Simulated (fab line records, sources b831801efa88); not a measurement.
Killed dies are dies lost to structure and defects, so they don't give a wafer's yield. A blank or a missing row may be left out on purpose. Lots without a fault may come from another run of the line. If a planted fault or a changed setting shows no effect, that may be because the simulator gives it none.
Which tool did it? ; flow gf180mcu ; Sampling: 6 lots, 18 wafers, 2 of 602 route steps

WHAT THE GAUGES SHOWED, per wafer
GF_HV_LDD_THK_MEAS_57.
lot;measured;on;HV_LDD_CVD_56_THK (nm)
L485;day 13 07:31;filmMetro-01;90.4 90.5 89.9
L488;day 14 13:19;filmMetro-01;89.2 89.5 89.3
L491;day 16 03:16;filmMetro-04;90.4 90.6 90.3
L494;day 16 22:55;filmMetro-03;89.3 90.0 90.4
L500;day 18 13:22;filmMetro-01;97.4 98.1 97.1 97.4 98.1 97.2
L505;day 20 04:04;filmMetro-04;89.4 89.1 89.9

WHAT TOOL EACH LOT RAN ON (gives the tool, then ch and the chambers of the sampled wafers, and finally the start)
lot;GF_HV_LDD_CVD_56
L485;lpcvd-02 ch 1, day 13 06:05
L488;lpcvd-02 ch 0, day 14 11:53
L491;lpcvd-01 ch 1, day 16 01:50
L494;lpcvd-01 ch 1, day 16 21:29
L500;lpcvd-02 ch 0, day 18 11:56
L505;lpcvd-01 ch 0, day 20 02:38
- GF_HV_LDD_CVD_56: deposits Si3N4 from DCS/NH3, target thk 90 nm, time 1543 s.

THE ANSWER, worked out from the rows above alone
Rule: usual is defined by the lots themselves. The widest of any qualifying gaps counts: lots, ordered by their means at a reading, are off when they make up no more than a third of the lots, leave a main group of 4 or more, and stand apart from it by 3 or more times the standard deviation of that group's means. A main group whose means are all the same, to the digits that the tables above print for the reading, isn't used. Also off: a lot with no number at a reading for which 4 or more lots have one. Where the step has rows for the other lots, those lots are counted as sound.
Off: at GF_HV_LDD_THK_MEAS_57 (HV_LDD_CVD_56_THK), L500. For the main group the mean is 89.9 nm and the standard deviation 0.43.
If a tool, at a process step before that reading, ran all the lots that are off and no sound lot after the first of them, it fits. The gauges at GF_HV_LDD_THK_MEAS_57 are tried like those tools. This does not decide it: 2 tools fit, namely lpcvd-02 at GF_HV_LDD_CVD_56 and filmMetro-01 at GF_HV_LDD_THK_MEAS_57.

WHAT THE SIMULATOR PUT IN
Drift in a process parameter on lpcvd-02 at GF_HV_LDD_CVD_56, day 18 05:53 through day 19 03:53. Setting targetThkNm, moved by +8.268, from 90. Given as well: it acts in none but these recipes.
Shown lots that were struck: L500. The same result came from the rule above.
